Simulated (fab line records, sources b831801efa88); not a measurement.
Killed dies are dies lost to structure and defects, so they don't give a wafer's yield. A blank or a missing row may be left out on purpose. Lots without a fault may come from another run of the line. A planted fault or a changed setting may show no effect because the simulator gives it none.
Which tool did it? | flow sky130 | 7 lots, 21 wafers sampled, at 3 steps of a route of 708

WHAT THE GAUGES READ, wafer by wafer
SKY_METAL3_OVL_MEAS_14.
lot  | measured     | on         | METAL3_OVL (nm)
L901 | day 40 07:13 | overlay-01 | 3 -2 1
L906 | day 40 23:20 | overlay-02 | -2 -4 -1
L908 | day 41 16:50 | overlay-02 | -1 -1 -13
L913 | day 42 19:37 | overlay-01 | - - -
L915 | day 43 16:28 | overlay-01 | -4 0 -9
L920 | day 44 20:38 | overlay-02 | -4 4 -3
L922 | day 45 07:17 | overlay-02 | 0 -4 2

WHICH TOOL RAN EACH LOT (tool, then ch and the chambers of the sampled wafers, then the start)
lot  | SKY_METAL3_SPUTTER_04        | SKY_METAL3_DEVELOP_12
L901 | pvd_sputter-02, day 38 05:29 | litho_track-01 ch 0, day 40 06:00
L906 | pvd_sputter-01, day 38 21:37 | litho_track-03 ch 0, day 40 23:00
L908 | pvd_sputter-04, day 39 15:28 | litho_track-03 ch 0, day 41 16:00
L913 | pvd_sputter-04, day 40 18:52 | litho_track-03, day 42 19:00
L915 | pvd_sputter-01, day 41 17:43 | litho_track-01 ch 0, day 43 16:00
L920 | pvd_sputter-04, day 43 00:14 | litho_track-03 ch 0, day 44 20:00
L922 | pvd_sputter-02, day 43 10:35 | litho_track-01 ch 0, day 45 07:00
- SKY_METAL3_SPUTTER_04: material TiN, target thk 70 nm, time 58.3 s.
- SKY_METAL3_DEVELOP_12: develop time 60 s.

THE ANSWER, worked out from the rows above alone
Rule: what is usual is taken from the lots themselves. Put in order of their means at a reading, lots are off if they are a third of the lots or fewer, leave a main group of 4 or more, and stand apart from it by a gap of 3 or more times the standard deviation of the main group's means; of several such gaps the widest counts. A main group whose means are all the same, to the digits that the tables above print for the reading, isn't used. A lot without any number at a reading at which 4 lots or more have one is off too. The other lots that the step has rows for count as sound.
Off: L913, at SKY_METAL3_OVL_MEAS_14 (METAL3_OVL). Without a number there: L913. The main group: mean -2 nm, standard deviation 2.
A tool fits if, at a process step before that reading, it ran every lot that is off, and no sound lot after the first of them. The gauges at SKY_METAL3_OVL_MEAS_14 are tried like those tools. None of those tried fits.

WHAT THE SIMULATOR HAD PUT IN
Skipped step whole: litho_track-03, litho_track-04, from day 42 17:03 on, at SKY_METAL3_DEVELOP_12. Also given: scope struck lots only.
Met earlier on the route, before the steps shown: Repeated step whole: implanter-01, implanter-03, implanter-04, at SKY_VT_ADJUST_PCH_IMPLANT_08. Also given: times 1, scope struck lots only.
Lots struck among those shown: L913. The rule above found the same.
